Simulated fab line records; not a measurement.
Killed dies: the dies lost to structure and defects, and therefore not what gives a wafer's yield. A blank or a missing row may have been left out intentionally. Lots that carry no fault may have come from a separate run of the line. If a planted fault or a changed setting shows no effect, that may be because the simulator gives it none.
Matching of chambers + flow gf180mcu + rie_si-01 running GF_STI_ETCH_14: 3 sister chambers
The step etches Si in HBr/Cl2/O2, target depth 360 nm, time 102.9 s. 18 wafers are shown with their chamber, then 5 later ones without.

WAFERS PAIRED WITH THEIR CHAMBERS
| wafer  | chamber | drypump_motor_current_A (A) | HBr_flow_sccm (sccm) | oes_product_au (a.u.) |
|--------|---------|-----------------------------|----------------------|-----------------------|
| L472.1 | 2       | 5.8                         | 150.6                | 0.996                 |
| L472.4 | 3       | 5.9                         | 150.2                | 0.998                 |
| L472.6 | 3       | 5.8                         | 150.1                | 0.999                 |
| L478.4 | 1       | 6.6                         | 149.7                | 1.016                 |
| L478.5 | 2       | 5.8                         | 150.3                | 1.005                 |
| L478.6 | 3       | 5.8                         | 150.0                | 1.006                 |
| L480.2 | 3       | 5.8                         | 150.0                | 1.004                 |
| L480.4 | 3       | 5.8                         | 149.2                | 1.010                 |
| L480.6 | 2       | 5.8                         | 149.3                | 1.017                 |
| L482.3 | 1       | 6.5                         | 150.5                | 0.989                 |
| L482.4 | 3       | 5.9                         | 150.2                | 1.001                 |
| L482.6 | 2       | 5.8                         | 149.7                | 0.991                 |
| L484.1 | 1       | 6.6                         | 150.4                | 1.000                 |
| L484.2 | 3       | 5.8                         | 150.1                | 1.012                 |
| L484.4 | 3       | 5.8                         | 149.8                | 1.005                 |
| L485.1 | 2       | 5.8                         | 149.6                | 1.004                 |
| L485.2 | 3       | 5.8                         | 149.7                | 1.008                 |
| L485.6 | 2       | 5.8                         | 149.8                | 1.000                 |

SIGNATURES, as means of the wafers listed above
| reading                 | chamber 1 | chamber 2 | chamber 3 | scatter within a chamber |
|-------------------------|-----------|-----------|-----------|--------------------------|
| drypump_motor_current_A | 6.567     | 5.800     | 5.822     | 0.0385                   |
| HBr_flow_sccm           | 150.200   | 149.883   | 149.922   | 0.395                    |
| oes_product_au          | 1.00167   | 1.00217   | 1.00478   | 0.00797                  |
Rule: for each reading, subtract the chamber's mean from the wafer's reading, divide by that reading's scatter and square the result; add these up over the readings and take the root, which gives the wafer's distance from the chamber. The wafer belongs to the nearest chamber; if the next one is less than 2 further off, it can't be placed. How the scatter is found: for the shown wafers, subtract from each reading the mean of its chamber, square and add these, divide the total by (wafers less chambers), then take the root.

WAFERS WITH NO CHAMBER GIVEN
| wafer  | drypump_motor_current_A (A) | HBr_flow_sccm (sccm) | oes_product_au (a.u.) |
|--------|-----------------------------|----------------------|-----------------------|
| L486.4 | 5.8                         | 149.8                | 1.007                 |
| L486.6 | 5.8                         | 149.7                | 1.007                 |
| L488.4 | 6.6                         | 149.7                | 1.003                 |
| L489.2 | 5.8                         | 148.8                | 1.004                 |
| L489.5 | 5.9                         | 150.2                | 1.020                 |

EACH ONE'S CHAMBER
| wafer  | from the rows above     | in truth |
|--------|-------------------------|----------|
| L486.4 | can't be placed: 2 or 3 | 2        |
| L486.6 | can't be placed: 2 or 3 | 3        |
| L488.4 | 1                       | 1        |
| L489.2 | can't be placed: 2 or 3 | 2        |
| L489.5 | can't be placed: 3 or 2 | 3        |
Correct placement for 1 of the 5. Unplaceable from these rows: 4, with the true chamber sitting among the candidates in 4. Wrongly placed: 0.
